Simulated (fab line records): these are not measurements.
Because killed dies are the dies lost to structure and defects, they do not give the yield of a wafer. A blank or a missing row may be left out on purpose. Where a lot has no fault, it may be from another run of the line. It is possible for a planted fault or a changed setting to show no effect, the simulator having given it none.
fab line records | flow sky130
[record] lots = 13 | wafers = 39 | last-day = 50
route steps=708 shown LI_CONTACT@381 METAL5@664 PASSIVATION@681 PAD_OPEN@702
lots with no fault: from the same line, run without faults
start-h: the number of hours between the record's first day and the start of the first shown wafer of the lot | wait-h: time in hours since the lot's previous step | " identical to the entry in the row above | L1.1+2: a row that stands for several wafers | - no value present, or no start provided | * or withheld: withheld | < > ~ a bound
route shown NAME@n: names a module that has steps shown in the file, with the first one's number in the route | usual: mean/standard deviation of fault-free wafers | same: alike in all rows | chamber/n: place in a boat | sites: the reading at each site | _std_site: standard deviation of those values | _edge_site: inner sites' mean taken away from outer sites' mean | radius-mm: for every site, how far away it sits from the centre of the wafer | mask NAME#n: copy n | behind: tool/chamber where the wafer was last shaped | hold: the reason the lot was held/the length of the hold in hours/how it ended | device: names the non-switching transistor (n, p or np) | end of line: at the end of the route, the tests of the same wafers | where a step has no rows: the recipe by itself | killed: not the wafer's yield, but the dies lost to structure and defects at the first sort | map: per-die view of a wafer (x killed, . not killed, _ where there is no die)
set.NAME: the setting that was run; set.NAME@STEP: the one run at that earlier step | model.NAME: the simulator's own value behind a step, which no gauge read
the route's steps for a sample of lots (tables are steps, rows are wafers)
services: the hour from which a tool's chamber was out of use, counted from the record's first day as start-h (under 0 if before that day), plus the number of hours and why
[[steps]]
[step SKY_LI_CONTACT_SPUTTER_19]
[recipe] material = Ti | target-thk-nm = 20 | chamber-pressure-pa = 5 | power-w = 2500 | substrate-temp-c = 200 | time-s = 106.37
[usual] cathode-dc-power-W = 2500.1/0.42 | throttle-valve-pct = 29.9/0.66
lot.wafer | tool           | chamber | start-h | wait-h | cathode-dc-power-W | throttle-valve-pct
L280.1    | pvd-sputter-02 | -       | 687.51  | 0.0    | 2499.3             | 29.3
L280.2    | "              | -       | "       | "      | 2501.1             | 29.5
L280.3    | "              | -       | "       | "      | 2499.6             | 29.8
L281.1    | pvd-sputter-02 | -       | 702.66  | 0.0    | 2500.1             | 29.2
L281.2    | "              | -       | "       | "      | 2500.3             | 30.4
L281.3    | "              | -       | "       | "      | 2500.1             | 29.3
L284.2    | pvd-sputter-02 | -       | 728.81  | 0.0    | 2500.2             | 29.8
L284.3    | "              | -       | "       | "      | 2500.0             | 30.5
L284.4    | "              | -       | "       | "      | 2500.5             | 28.9
L285.1    | pvd-sputter-04 | -       | 729.26  | 0.0    | 2500.2             | 29.6
L285.3    | "              | -       | "       | "      | 2500.2             | 29.8
L285.6    | "              | -       | "       | "      | 2500.5             | 29.7
L286.3    | pvd-sputter-02 | -       | 749.04  | 0.0    | 2500.8             | 28.9
L286.4    | "              | -       | "       | "      | 2499.3             | 29.5
L286.5    | "              | -       | "       | "      | 2500.2             | 29.5
L287.2    | pvd-sputter-02 | -       | 750.81  | 0.0    | 2499.7             | 30.9
L287.3    | "              | -       | "       | "      | 2500.1             | 29.4
L287.4    | "              | -       | "       | "      | 2499.9             | 30.2
L291.3    | pvd-sputter-04 | -       | 787.59  | 0.0    | 2499.4             | 30.4
L291.5    | "              | -       | "       | "      | 2500.2             | 30.7
L291.6    | "              | -       | "       | "      | 2499.7             | 29.6
L296.1    | pvd-sputter-02 | -       | 808.51  | 0.0    | 2500.2             | 30.8
L296.2    | "              | -       | "       | "      | 2499.8             | 29.6
L296.5    | "              | -       | "       | "      | 2501.3             | 30.6
L299.1    | pvd-sputter-02 | -       | 830.26  | 0.0    | 2500.1             | 30.5
L299.3    | "              | -       | "       | "      | 2499.6             | 29.3
L299.6    | "              | -       | "       | "      | 2499.7             | 30.6
L300.4    | pvd-sputter-02 | -       | 838.83  | 0.0    | 2500.6             | 30.6
L300.5    | "              | -       | "       | "      | 2499.6             | 30.8
L300.6    | "              | -       | "       | "      | 2500.2             | 29.2
L302.2    | pvd-sputter-02 | -       | 842.15  | 0.0    | 2500.3             | 29.4
L302.3    | "              | -       | "       | "      | 2499.6             | 30.7
L302.5    | "              | -       | "       | "      | 2499.8             | 30.3
L301.1    | pvd-sputter-02 | -       | 844.38  | 0.0    | 2499.5             | 30.0
L301.2    | "              | -       | "       | "      | 2500.2             | 30.7
L301.4    | "              | -       | "       | "      | 2499.5             | 29.1
L303.1    | pvd-sputter-01 | -       | 861.17  | 0.0    | 2499.5             | 29.4
L303.4    | "              | -       | "       | "      | 2500.3             | 30.4
L303.5    | "              | -       | "       | "      | 2500.3             | 30.3
[step SKY_METAL5_SPUTTER_03]
[recipe] material = Ti | target-thk-nm = 5 | power-w = 3000 | time-s = 3.3 | chamber-pressure-pa = 0.4
[usual] cathode-dc-power-W = 3000.0/0.59 | throttle-valve-pct = 30.2/0.71
lot.wafer | tool           | chamber | start-h | wait-h | cathode-dc-power-W | throttle-valve-pct
L280.1    | pvd-sputter-01 | -       | 1014.21 | 0.0    | 3000.0             | 29.5
L280.2    | "              | -       | "       | "      | 3000.0             | 30.9
L280.3    | "              | -       | "       | "      | 3000.6             | 30.5
L281.1    | pvd-sputter-02 | -       | 1027.64 | 0.0    | 2999.6             | 30.5
L281.2    | "              | -       | "       | "      | 3000.1             | 29.9
L281.3    | "              | -       | "       | "      | 2999.1             | 29.2
L284.2    | pvd-sputter-03 | -       | 1046.91 | 0.0    | 3000.6             | 29.8
L284.3    | "              | -       | "       | "      | 3000.4             | 30.4
L284.4    | "              | -       | "       | "      | 3000.0             | 31.8
L285.1    | pvd-sputter-03 | -       | 1049.38 | 0.0    | 3000.1             | 29.7
L285.3    | "              | -       | "       | "      | 2999.3             | 31.8
L285.6    | "              | -       | "       | "      | 3000.2             | 31.9
L286.3    | pvd-sputter-01 | -       | 1064.97 | 0.0    | 3000.2             | 29.2
L286.4    | "              | -       | "       | "      | 2999.2             | 30.3
L286.5    | "              | -       | "       | "      | 3000.6             | 30.9
L287.2    | pvd-sputter-03 | -       | 1066.78 | 0.0    | 3000.9             | 30.5
L287.3    | "              | -       | "       | "      | 3000.2             | 32.0
L287.4    | "              | -       | "       | "      | 3000.1             | 30.5
L291.3    | pvd-sputter-01 | -       | 1093.88 | 0.0    | 2998.0             | 30.7
L291.5    | "              | -       | "       | "      | 3000.5             | 29.4
L291.6    | "              | -       | "       | "      | 2999.9             | 31.1
L296.1    | pvd-sputter-02 | -       | 1114.47 | 0.0    | 2999.7             | 28.9
L296.2    | "              | -       | "       | "      | 3000.0             | 29.6
L296.5    | "              | -       | "       | "      | 2999.5             | 28.9
L299.1    | pvd-sputter-02 | -       | 1129.38 | 0.0    | 3000.1             | 29.5
L299.3    | "              | -       | "       | "      | 2999.2             | 30.0
L299.6    | "              | -       | "       | "      | 3000.7             | 29.9
L300.4    | pvd-sputter-01 | -       | 1135.04 | 0.0    | 3000.4             | 30.8
L300.5    | "              | -       | "       | "      | 3000.9             | 30.6
L300.6    | "              | -       | "       | "      | 2999.4             | 30.4
L302.2    | pvd-sputter-01 | -       | 1136.28 | 0.0    | 2999.6             | 30.6
L302.3    | "              | -       | "       | "      | 3000.6             | 29.5
L302.5    | "              | -       | "       | "      | 2999.6             | 29.3
L301.1    | pvd-sputter-02 | -       | 1138.69 | 0.0    | 3000.2             | 29.1
L301.2    | "              | -       | "       | "      | 3000.4             | 29.3
L301.4    | "              | -       | "       | "      | 2999.6             | 30.9
L303.1    | pvd-sputter-03 | -       | 1151.60 | 0.0    | 3001.0             | 30.5
L303.4    | "              | -       | "       | "      | 2999.8             | 30.6
L303.5    | "              | -       | "       | "      | 3000.3             | 30.6
[step SKY_PASSIVATION_CVD_00]
[recipe] material = SiO2 | target-thk-nm = 90 | temp-c = 400 | time-s = withheld | rf-w = 600
[usual] heater-power-w = 626/98
lot.wafer | tool     | chamber | start-h | wait-h | heater-power-w
L280.1    | pecvd-04 | 0       | 1037.14 | 0.0    | 622
L280.2    | "        | 2       | "       | "      | 664
L280.3    | "        | 1       | "       | "      | 589
L281.1    | pecvd-02 | 2       | 1050.08 | 0.0    | 608
L281.2    | "        | 1       | "       | "      | 809
L281.3    | "        | 0       | "       | "      | 469
L284.2    | pecvd-01 | 0       | 1068.98 | 0.0    | 663
L284.3    | "        | 1       | "       | "      | 653
L284.4    | "        | 0       | "       | "      | 670
L285.1    | pecvd-02 | 2       | 1071.83 | 0.0    | 647
L285.3    | "        | 1       | "       | "      | 824
L285.6    | "        | 0       | "       | "      | 503
L286.3    | pecvd-04 | 1       | 1087.78 | 0.0    | 729
L286.4    | "        | 0       | "       | "      | 635
L286.5    | "        | 2       | "       | "      | 679
L287.2    | pecvd-02 | 0       | 1089.28 | 0.0    | 508
L287.3    | "        | 2       | "       | "      | 579
L287.4    | "        | 1       | "       | "      | 726
L291.3    | pecvd-01 | 1       | 1114.96 | 0.0    | 694
L291.5    | "        | 0       | "       | "      | 713
L291.6    | "        | 2       | "       | "      | 636
L296.1    | pecvd-02 | 1       | 1135.23 | 0.0    | 853
L296.2    | "        | 2       | "       | "      | 523
L296.5    | "        | 1       | "       | "      | 854
L299.1    | pecvd-02 | 0       | 1149.78 | 0.0    | 503
L299.3    | "        | 2       | "       | "      | 623
L299.6    | "        | 0       | "       | "      | 495
L300.4    | pecvd-04 | 0       | 1155.41 | 0.0    | 597
L300.5    | "        | 2       | "       | "      | 552
L300.6    | "        | 1       | "       | "      | 679
L302.2    | pecvd-04 | 2       | 1156.35 | 0.0    | 600
L302.3    | "        | 0       | "       | "      | 560
L302.5    | "        | 2       | "       | "      | 603
L301.1    | pecvd-02 | 1       | 1158.13 | 0.0    | 781
L301.2    | "        | 0       | "       | "      | 479
L301.4    | "        | 0       | "       | "      | 469
L303.1    | pecvd-04 | 1       | 1170.60 | 0.0    | 735
L303.4    | "        | 0       | "       | "      | 646
L303.5    | "        | 2       | "       | "      | 654
[step SKY_PAD_OPEN_STRIP_08]
[recipe] chemistry = O2/N2 | power-w = 1400 | pressure-mtorr = 1500 | platen-temp-c = withheld | overash-fraction = 0.7 | o2-flow-sccm = 3000 | n2-flow-sccm = 300
[usual] drypump-motor-current-A = 5.5/0.4 | oes-product-au = 0.663/0.0048 | strip-time-to-endpoint-s = 37.05/0.1
[same] overash-fraction = 0.7
lot.wafer | tool            | chamber | start-h | wait-h | drypump-motor-current-A | oes-product-au | rf-hours-counter-h | strip-time-to-endpoint-s
L280.1    | plasma-asher-01 | 1       | 1080.84 | 0.1    | 5.4                     | 0.664          | 98                 | 37.00
L280.2    | "               | 0       | "       | "      | 5.4                     | 0.655          | 98                 | 37.04
L280.3    | "               | 0       | "       | "      | 5.4                     | 0.665          | -                  | 37.02
L281.1    | plasma-asher-01 | 0       | 1093.64 | 0.1    | 5.4                     | 0.663          | 99                 | 37.17
L281.2    | "               | 1       | "       | "      | 5.3                     | 0.653          | 99                 | 37.02
L281.3    | "               | 1       | "       | "      | 5.3                     | 0.660          | -                  | 37.07
L284.2    | plasma-asher-01 | 0       | 1111.62 | 0.1    | 5.4                     | 0.661          | 101                | 37.10
L284.3    | "               | 0       | "       | "      | 5.4                     | 0.672          | -                  | 37.12
L284.4    | "               | 1       | "       | "      | 5.3                     | 0.660          | -                  | 37.16
L285.1    | plasma-asher-03 | 0       | 1113.62 | 0.1    | 5.2                     | 0.663          | 66                 | 37.11
L285.3    | "               | 0       | "       | "      | 5.2                     | 0.659          | -                  | 36.98
L285.6    | "               | 1       | "       | "      | 5.4                     | 0.657          | -                  | 37.01
L286.3    | plasma-asher-03 | 1       | 1128.60 | 0.1    | 5.4                     | 0.669          | -                  | 37.14
L286.4    | "               | 0       | "       | "      | 5.3                     | 0.669          | -                  | 37.19
L286.5    | "               | 1       | "       | "      | 5.4                     | 0.669          | -                  | 37.10
L287.2    | plasma-asher-02 | 1       | 1130.49 | 0.1    | 5.4                     | 0.661          | 40                 | 37.07
L287.3    | "               | 1       | "       | "      | 5.4                     | 0.657          | -                  | 37.02
L287.4    | "               | 0       | "       | "      | 6.3                     | 0.659          | -                  | 36.98
L291.3    | plasma-asher-02 | 1       | 1154.45 | 0.1    | 5.4                     | 0.667          | -                  | 37.05
L291.5    | "               | 0       | "       | "      | 6.4                     | 0.663          | -                  | 37.07
L291.6    | "               | 1       | "       | "      | 5.4                     | 0.655          | -                  | 37.01
L296.1    | plasma-asher-02 | 0       | 1173.02 | 0.1    | 6.4                     | 0.665          | 42                 | 36.95
L296.2    | "               | 1       | "       | "      | 5.4                     | 0.667          | 42                 | 36.96
L296.5    | "               | 0       | "       | "      | 6.4                     | 0.664          | -                  | 36.91
L299.1    | plasma-asher-02 | 1       | 1185.07 | 0.1    | 5.4                     | 0.669          | 43                 | 36.88
L299.3    | "               | 1       | "       | "      | 5.4                     | 0.665          | -                  | 36.96
L299.6    | "               | 1       | "       | "      | 5.4                     | 0.667          | -                  | 36.88
L300.4    | plasma-asher-01 | 0       | 1189.86 | 0.1    | 5.4                     | 0.658          | -                  | 37.07
L300.5    | "               | 1       | "       | "      | 5.3                     | 0.652          | -                  | 37.14
L300.6    | "               | 0       | "       | "      | 5.4                     | 0.659          | -                  | 37.13
L302.2    | plasma-asher-03 | 1       | 1190.77 | 0.1    | 5.4                     | 0.666          | 74                 | 37.10
L302.3    | "               | 1       | "       | "      | 5.4                     | 0.664          | -                  | 37.19
L302.5    | "               | 0       | "       | "      | 5.3                     | 0.663          | -                  | 37.14
L301.1    | plasma-asher-02 | 0       | 1191.49 | 0.1    | 6.3                     | 0.672          | 44                 | 37.06
L301.2    | "               | 1       | "       | "      | 5.4                     | 0.660          | 44                 | 36.95
L301.4    | "               | 1       | "       | "      | 5.4                     | 0.665          | -                  | 36.97
L303.1    | plasma-asher-01 | 0       | 1202.72 | 0.1    | 5.4                     | 0.660          | 110                | 37.08
L303.4    | "               | 1       | "       | "      | 5.3                     | 0.661          | -                  | 37.01
L303.5    | "               | 0       | "       | "      | 5.3                     | 0.665          | -                  | 36.98
[step SKY_PAD_OPEN_PROBE_99]
[usual] killed_at_M0_to_M3 = 43/7.4 | killed_at_M4_up = 3.3/2 | killed-at-contacts = 24/5.4 | killed-at-front-end = 16/4.2 | killed-at-other = 0.3/0.61 | killed-dies = 87/9.4 | killed-open = 47/7.3 | killed-short = 40/6.7
[same] gross-dies = 492 | killed-at-back-side = 0
lot.wafer | tool      | chamber | start-h | wait-h | killed_at_M0_to_M3 | killed_at_M4_up | killed-at-contacts | killed-at-front-end | killed-at-other | killed-dies | killed-open | killed-short
L291.3    | prober-01 | -       | 1156.94 | 0.2    | 39                 | 3               | 31                 | 18                  | 0               | 91          | 50          | 39
L291.5    | prober-01 | -       | 1157.04 | 0.2    | 42                 | 7               | 32                 | 16                  | 0               | 97          | 57          | 40
L291.6    | prober-01 | -       | 1157.09 | 0.2    | 39                 | 3               | 68                 | 5                   | 0               | 115         | 44          | 29
L299.1    | prober-02 | -       | 1187.33 | 0.1    | 28                 | 1               | 26                 | 14                  | 0               | 69          | 42          | 26
L299.3    | prober-02 | -       | 1187.43 | 0.2    | 41                 | 1               | 23                 | 13                  | 0               | 78          | 47          | 31
L299.6    | prober-02 | -       | 1187.58 | 0.2    | 40                 | 3               | 28                 | 24                  | 0               | 95          | 56          | 37
// killed by level:class
L291.3 CONTACT:geometric-particle:open=12 VIA3:geometric-particle:open=11 VIA1:geometric-particle:open=9 LOCAL_INTERCONNECT:geometric-particle:short=7 CONTACT:geometric-particle:short=6 VIA2:geometric-particle:open=6 FIELD_ISO:geometric-particle:short=5 FIELD_ISO:geometric-particle:open=4
L291.5 LI_CONTACT:geometric-particle:open=13 CONTACT:geometric-particle:open=11 VIA3:geometric-particle:open=10 VIA1:geometric-particle:open=8 FIELD_ISO:geometric-particle:short=7 CONTACT:geometric-particle:short=5 METAL1:geometric-particle:short=5 METAL4:geometric-particle:short=5
L291.6 LI_CONTACT:unspecified=42 VIA1:geometric-particle:open=13 CONTACT:geometric-particle:open=9 LI_CONTACT:geometric-particle:open=7 CONTACT:geometric-particle:short=5 METAL1:geometric-particle:short=5 VIA2:geometric-particle:open=5 VIA1:geometric-particle:short=3
L299.1 CONTACT:geometric-particle:open=12 LI_CONTACT:geometric-particle:open=9 VIA1:geometric-particle:open=9 METAL2:geometric-particle:short=5 FIELD_ISO:geometric-particle:short=4 VIA2:geometric-particle:open=4 POLY_GATE:geometric-particle:short=3 CONTACT:geometric-particle:short=3
L299.3 VIA3:geometric-particle:open=11 VIA1:geometric-particle:open=8 CONTACT:geometric-particle:open=7 VIA2:geometric-particle:open=7 METAL2:geometric-particle:short=7 CONTACT:geometric-particle:short=6 LI_CONTACT:geometric-particle:open=4 FIELD_ISO:geometric-particle:short=3
L299.6 CONTACT:geometric-particle:open=12 FIELD_ISO:geometric-particle:open=10 VIA2:geometric-particle:open=9 LI_CONTACT:geometric-particle:open=6 VIA3:geometric-particle:open=6 VIA1:geometric-particle:open=6 CONTACT:geometric-particle:short=5 VIA2:geometric-particle:short=4
[[services]]
tool            | chamber | start-h | hours | kind
plasma-asher-01 | -       | 665.34  | 1.1   | repair
pecvd-02        | 2       | 724.81  | 3.9   | repair
pecvd-02        | 0       | 727.19  | 7.2   | repair
plasma-asher-02 | -       | 733.75  | 9.0   | pm
pecvd-02        | 1       | 746.11  | 12.7  | repair
pecvd-04        | 0       | 765.77  | 12.3  | repair
pecvd-04        | -       | 769.80  | 2.8   | pm
pecvd-02        | -       | 772.55  | 2.8   | pm
pvd-sputter-01  | -       | 773.00  | 3.9   | repair
plasma-asher-02 | -       | 837.64  | 1.6   | repair
pecvd-02        | -       | 860.03  | 5.0   | repair
pvd-sputter-01  | -       | 882.13  | 3.1   | repair
pvd-sputter-01  | -       | 924.90  | 6.3   | repair
pecvd-04        | 2       | 968.53  | 1.9   | repair
pvd-sputter-01  | -       | 996.10  | 4.9   | repair
pecvd-02        | 0       | 997.27  | 20.2  | repair
pecvd-02        | 1       | 1053.95 | 17.3  | repair
plasma-asher-02 | -       | 1057.23 | 2.8   | pm
pvd-sputter-01  | -       | 1058.27 | 3.3   | repair
pecvd-04        | 1       | 1071.22 | 5.1   | repair
pecvd-04        | 1       | 1092.12 | 7.9   | repair
plasma-asher-01 | -       | 1103.63 | 2.1   | repair
plasma-asher-02 | -       | 1130.84 | 14.6  | pm
pecvd-04        | -       | 1185.95 | 1.4   | repair
[[key]]
[first-sign] step = SKY_PAD_OPEN_PROBE_99 | reading = killed-at-contacts | direction = up | sigmas = 8.1 | usual = 24 | struck = 68
[effect] step = SKY_PAD_OPEN_PROBE_99 | reading = killed-dies | direction = up | sigmas = 3 | usual = 87 | struck = 115
met-at SKY_LI_CONTACT_SPUTTER_19
struck-lots L291
struck-wafers L291.6
tester-left-out L291
not-acting-at SKY_METAL5_SPUTTER_03,SKY_PASSIVATION_CVD_00,SKY_PAD_OPEN_STRIP_08
onset-between 729.26 787.59
[fault] kind = chamber-particle-source | tool = pvd-sputter-04 | chamber = - | onset-h = 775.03 | steps = SKY_LI_CONTACT_SPUTTER_19 | rate-per-visit-cm2 = 1.8536 | end-h = 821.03 | scope = struck-wafers-only
// tester-left-out: of these lots the tester's yield and bins aren't shown, on N5 and GAA mostly nor the transistor test; their killed dies are dies lost to structure and defects alone, not to doping, threshold or leakage, so they don't give the yield
